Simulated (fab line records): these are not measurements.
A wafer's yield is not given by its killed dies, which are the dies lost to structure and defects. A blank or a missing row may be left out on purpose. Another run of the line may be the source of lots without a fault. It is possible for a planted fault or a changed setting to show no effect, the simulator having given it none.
Problem report in the 8D (eight disciplines) form, filled by code | flow gf180mcu | the parts of the form that need people (team, actions taken, sign-off) are left out

== 1. PROBLEM STATEMENT ==
Wafers without a fault read 2.003, standard deviation 0.022; chamber o2 ppm at GF_SALICIDE_RTA_06 reads a mean of 1502.000 on 9 wafers belonging to 3 lots. That is +99 or more standard deviations from the usual mean.
The step: time 30 s.
First seen on wafer L154.3, day 17 00:41, on rtp anneal-01. At this step, 42 wafers from 14 lots have a number in the record. Rule for "out" (also "out of limits"): further than 4 standard deviations from the usual mean. All remaining wafers that have a number are taken as sound.

== 2. WHAT IT IS AND WHAT IT IS NOT ==
question                    | is                     | is not
which readings at this step | chamber o2 ppm         | lamp power pct, wafer_temp_C_max
which lots                  | L154, L155, L156       | L151, L162, L164, L165, L166, L167, L168, L169, L170, L171, L172
which wafers of those lots  | all that have a number | -
read on which tools         | rtp anneal-01          | rtp anneal-02
when                        | from day 17 00:41      | up to then (3 sound wafers); but 30 sound wafers of L162, L164, L165, L166, L167, L168, L169, L170, L171, L172 came after

== 3. WHAT RULES OUT EACH SUSPECT ==
Counting: a tool stays on the suspect list if, at a process step up to the reading, it processed all lots that are out and no sound lot following the first of them.
- rtp anneal-01 at GF_SALICIDE_RTA_06 (time 30 s): ruled out as a lasting fault. The sound lots L165, L166, L167, L169, L171 went through it after L154, its earliest lot that is out (day 17 00:41).
Left after counting: nothing in the record.

== 4. THE CAUSE (what the simulator had put in) ==
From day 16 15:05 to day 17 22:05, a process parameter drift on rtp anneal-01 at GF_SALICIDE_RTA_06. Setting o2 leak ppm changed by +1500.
Counting ruled it out, wrongly.

== 5. SEQUENCE OF EFFECTS, ordered by route ==
Each row: a reading whose mean over the struck wafers that have a number lies more than 3 standard deviations from the usual. Only readings for which the record gives a usual standard deviation are gone through. hours: the time from each lot's start at the first step in this table that gives one to its start at this step, as a median over the lots. sigmas: the change in usual standard deviations.
hours | step               | reading        | usual | on struck wafers | change    | sigmas
0     | GF_SALICIDE_RTA_06 | chamber o2 ppm | 2.003 | 1502.000         | +1499.997 | +99 or more
Its process steps:
- GF_SALICIDE_RTA_06: time 30 s.
At these later measuring or inspecting steps, every struck wafer for which the step has a row has a number for every such reading, and none has moved that far: GF_CONTACT_BOW_MEAS_05.

== 6. HOW IT WOULD HAVE BEEN CAUGHT EARLIER ==
10 hours passed between the start of the fault at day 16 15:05 and the first reading out of limits in this record, taken at day 17 00:41.
